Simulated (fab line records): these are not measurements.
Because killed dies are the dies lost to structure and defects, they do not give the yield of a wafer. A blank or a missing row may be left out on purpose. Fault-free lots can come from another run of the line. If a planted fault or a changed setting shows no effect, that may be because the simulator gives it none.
Chamber matching ; flow gf180mcu ; 3 sister chambers for GF_CONTACT_CVD_00 on hdpcvd-01
The step deposits SiO2, target thk 300 nm, time 50 s. 6 wafers are shown with their chamber, then 10 later ones without.

## EACH WAFER AND ITS CHAMBER
wafer;chamber;sih4FlowSccm (sccm)
L665.5;0;60.10
L666.5;2;59.88
L670.3;2;59.87
L670.5;1;60.11
L680.2;0;60.18
L680.3;1;59.81

## WAFERS WITH NO CHAMBER GIVEN
wafer;sih4FlowSccm (sccm)
L680.6;60.19
L682.2;59.99
L682.3;59.93
L682.6;59.92
L681.4;60.01
L681.5;59.92
L681.6;59.75
L683.1;59.98
L683.2;59.75
L683.3;60.05

## EACH ONE'S CHAMBER
wafer;from the rows above;in truth
L680.6;can't be placed: 0 or 1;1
L682.2;can't be placed: 1 or 2 or 0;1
L682.3;can't be placed: 1 or 2 or 0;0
L682.6;can't be placed: 1 or 2 or 0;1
L681.4;can't be placed: 1 or 0 or 2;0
L681.5;can't be placed: 1 or 2 or 0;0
L681.6;can't be placed: 2 or 1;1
L683.1;can't be placed: 1 or 2 or 0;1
L683.2;can't be placed: 2 or 1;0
L683.3;can't be placed: 1 or 0 or 2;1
Correctly placed: 0 of 10. Unplaceable from these rows: 10, with the true chamber sitting among the candidates in 9. 0 placed wrongly.
How it was worked out, from the rows above alone: a wafer's distance from a chamber is the root of the sum, over the readings, of the square of ((its reading less the chamber's mean) divided by the reading's scatter). If the next closest chamber is less than 2 further off than the closest, the wafer can't be placed; otherwise it belongs to the closest. For every chamber, the mean is computed from those of its wafers that are shown. The scatter is the square root of a quotient: the sum, over the shown wafers, of each reading's squared deviation from its chamber's mean, divided by wafers minus chambers.
